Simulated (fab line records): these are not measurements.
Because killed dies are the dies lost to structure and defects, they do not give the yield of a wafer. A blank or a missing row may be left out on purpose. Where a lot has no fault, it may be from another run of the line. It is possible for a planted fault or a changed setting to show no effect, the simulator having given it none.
The tool behind it: which one? || flow gf180mcu || 14 lots (42 wafers sampled), 1 step of a 602-step route

## WHAT THE GAUGES SHOWED, per wafer
GF_VT_IMPLANT_OVL_MEAS_40.
{"lot": "L942", "measured": "day 7 15:05", "on": "overlay-01", "VT_IMPLANT_03_OVL (nm)": "-0.1 0.1 -0.2"}
{"lot": "L943", "measured": "day 7 21:17", "on": "overlay-02", "VT_IMPLANT_03_OVL (nm)": "-3.6 -2.2 -1.4"}
{"lot": "L944", "measured": "day 8 11:03", "on": "overlay-02", "VT_IMPLANT_03_OVL (nm)": "-0.3 -0.7 -0.9"}
{"lot": "L947", "measured": "day 9 03:19", "on": "overlay-02", "VT_IMPLANT_03_OVL (nm)": "-3.2 -0.9 -1.5"}
{"lot": "L949", "measured": "day 10 00:01", "on": "overlay-01", "VT_IMPLANT_03_OVL (nm)": "0.6 -0.3 0.7"}
{"lot": "L951", "measured": "day 10 04:14", "on": "overlay-02", "VT_IMPLANT_03_OVL (nm)": "3.1 3.1 2.4"}
{"lot": "L952", "measured": "day 10 10:13", "on": "overlay-01", "VT_IMPLANT_03_OVL (nm)": "-0.7 -0.5 0.7"}
{"lot": "L954", "measured": "day 11 01:35", "on": "overlay-01", "VT_IMPLANT_03_OVL (nm)": "0.5 0.8 1.7"}
{"lot": "L956", "measured": "day 11 13:12", "on": "overlay-01", "VT_IMPLANT_03_OVL (nm)": "2.4 2.9 2.8"}
{"lot": "L958", "measured": "day 12 00:34", "on": "overlay-02", "VT_IMPLANT_03_OVL (nm)": "0.5 2.1 1.3"}
{"lot": "L961", "measured": "day 12 20:43", "on": "overlay-02", "VT_IMPLANT_03_OVL (nm)": "-1.9 -1.2 0.0"}
{"lot": "L962", "measured": "day 13 01:07", "on": "overlay-01", "VT_IMPLANT_03_OVL (nm)": "2.9 2.3 1.6"}
{"lot": "L964", "measured": "day 13 09:44", "on": "overlay-02", "VT_IMPLANT_03_OVL (nm)": "-0.8 2.2 -0.7"}
{"lot": "L965", "measured": "day 13 13:39", "on": "overlay-02", "VT_IMPLANT_03_OVL (nm)": "0.9 0.0 -0.4"}

## WHAT TOOL EACH LOT RAN ON (gives the tool, then ch and the chambers of the sampled wafers, and finally the start)
The record holds no process step before these readings.

## WHAT THE TOOLS THEMSELVES READ (means of the sampled wafers that have a number; where no wafer has one, the mark that the record gives instead)
The record holds no such reading with a usual standard deviation.

## THE ANSWER, worked out from the rows above alone
Rule: the lots themselves supply what counts as usual. Put in order of their means at a reading, lots are off if they are a third of the lots or fewer, leave a main group of 4 or more, and stand apart from it by a gap of 3 or more times the standard deviation of the main group's means; of several such gaps the widest counts. A main group is skipped when, at the precision printed for the reading in the tables above, its means are all equal. Also off: a lot with no number at a reading for which 4 or more lots have one. The other lots that the step has rows for count as sound. The gauges are gone through in route order, then the tools' own readings, and for those a lot's mean is taken as printed above. The first step at which some lot is off is used, and at that step the reading that is off furthest; a lot without a number counts as furthest.
No lot is off on any of the readings shown, so nothing can be concluded from this.

## WHAT WAS PUT IN BY THE SIMULATOR
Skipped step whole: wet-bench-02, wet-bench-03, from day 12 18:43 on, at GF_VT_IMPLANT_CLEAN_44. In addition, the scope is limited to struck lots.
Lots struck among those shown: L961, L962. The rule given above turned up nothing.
